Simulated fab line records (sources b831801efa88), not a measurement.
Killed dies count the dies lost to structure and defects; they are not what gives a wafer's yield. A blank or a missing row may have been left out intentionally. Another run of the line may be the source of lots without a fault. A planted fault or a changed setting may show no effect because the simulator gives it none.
Matching of chambers	flow gf180mcu	pecvd-04 running GF_V1_CVD_02: 3 sister chambers
The step deposits SiO2 from TEOS, target thk 850 nm, time 94.851 s. 16 wafers are shown with their chamber, then 8 later ones without.

EACH WAFER AND ITS CHAMBER
wafer	chamber	heater_power_w (W)
L109.2	1	709
L109.3	0	484
L109.4	1	711
L110.3	0	605
L110.5	0	486
L110.6	2	713
L111.2	0	556
L111.3	2	717
L111.4	1	676
L112.3	2	661
L112.4	1	715
L112.6	2	727
L117.2	0	583
L117.3	2	693
L117.6	1	663
L120.3	2	697

SIGNATURES (means of the wafers above)
reading	chamber 0	chamber 1	chamber 2	scatter within a chamber
heater_power_w	542.80	694.80	701.33	36.5
Rule: a wafer lies at a distance from a chamber equal to the root of the sum of squares, over the readings, of (its reading less the chamber's mean, divided by the reading's scatter). The wafer belongs to the nearest chamber; if the next one is less than 2 further off, it can't be placed. The scatter is the square root of a quotient: the sum, over the shown wafers, of each reading's squared deviation from its chamber's mean, divided by wafers minus chambers.

WAFERS MISSING THEIR CHAMBER
wafer	heater_power_w (W)
L120.5	721
L120.6	540
L131.1	657
L131.2	670
L131.4	715
L132.1	546
L132.3	635
L132.4	567

EACH ONE'S CHAMBER
wafer	from the rows above	in truth
L120.5	can't be placed: 2 or 1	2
L120.6	0	0
L131.1	can't be placed: 1 or 2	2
L131.2	can't be placed: 1 or 2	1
L131.4	can't be placed: 2 or 1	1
L132.1	0	0
L132.3	can't be placed: 1 or 2 or 0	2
L132.4	0	0
Placed correctly: 3 of 8. These rows do not allow placing 5 (true chamber among the candidates in 5). Wrongly placed: 0.
